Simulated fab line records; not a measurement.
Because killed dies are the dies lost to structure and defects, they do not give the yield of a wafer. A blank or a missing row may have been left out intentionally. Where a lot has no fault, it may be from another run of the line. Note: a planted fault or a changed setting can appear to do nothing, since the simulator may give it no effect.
Matching of chambers / flow sky130 / pecvd-04 running SKY_CAP2M_CVD_00: 3 sister chambers
The step deposits SiO2, target thk 15.5 nm. 6 wafers are shown with their chamber, then 8 later ones without.

== EACH WAFER AND ITS CHAMBER ==
wafer=L083.1; chamber=2; rf fwd power W (W)=440.1; heater power w (W)=600
wafer=L086.2; chamber=2; rf fwd power W (W)=442.0; heater power w (W)=561
wafer=L086.5; chamber=0; rf fwd power W (W)=444.0; heater power w (W)=748
wafer=L091.3; chamber=0; rf fwd power W (W)=443.6; heater power w (W)=664
wafer=L091.6; chamber=1; rf fwd power W (W)=438.6; heater power w (W)=714
wafer=L090.3; chamber=1; rf fwd power W (W)=439.8; heater power w (W)=692

== WAFERS WHOSE CHAMBER IS MISSING ==
wafer=L090.5; rf fwd power W (W)=440.5; heater power w (W)=715
wafer=L090.6; rf fwd power W (W)=446.6; heater power w (W)=694
wafer=L092.1; rf fwd power W (W)=441.4; heater power w (W)=598
wafer=L092.3; rf fwd power W (W)=442.4; heater power w (W)=738
wafer=L092.4; rf fwd power W (W)=438.9; heater power w (W)=728
wafer=L095.3; rf fwd power W (W)=441.8; heater power w (W)=592
wafer=L095.4; rf fwd power W (W)=439.7; heater power w (W)=600
wafer=L095.6; rf fwd power W (W)=445.1; heater power w (W)=707

== THE CHAMBER EACH PASSED THROUGH ==
wafer=L090.5; from the rows above=1; in truth=1
wafer=L090.6; from the rows above=0; in truth=0
wafer=L092.1; from the rows above=2; in truth=2
wafer=L092.3; from the rows above=can't be placed: 0 or 1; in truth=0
wafer=L092.4; from the rows above=1; in truth=1
wafer=L095.3; from the rows above=2; in truth=2
wafer=L095.4; from the rows above=can't be placed: 2 or 1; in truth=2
wafer=L095.6; from the rows above=0; in truth=0
Placed correctly: 6 of 8. Cannot be placed on the basis of these rows: 2; the candidates contain the true chamber in 2. 0 placed wrongly.
How it was worked out, from the rows above alone: a wafer's distance from a chamber is the root of the sum, over the readings, of the square of ((its reading less the chamber's mean) divided by the reading's scatter). The wafer belongs to the nearest chamber; if the next one is less than 2 further off, it can't be placed. The mean given for a chamber averages the wafers shown for that chamber. How the scatter is found: for the shown wafers, subtract from each reading the mean of its chamber, square and add these, divide the total by (wafers less chambers), then take the root.
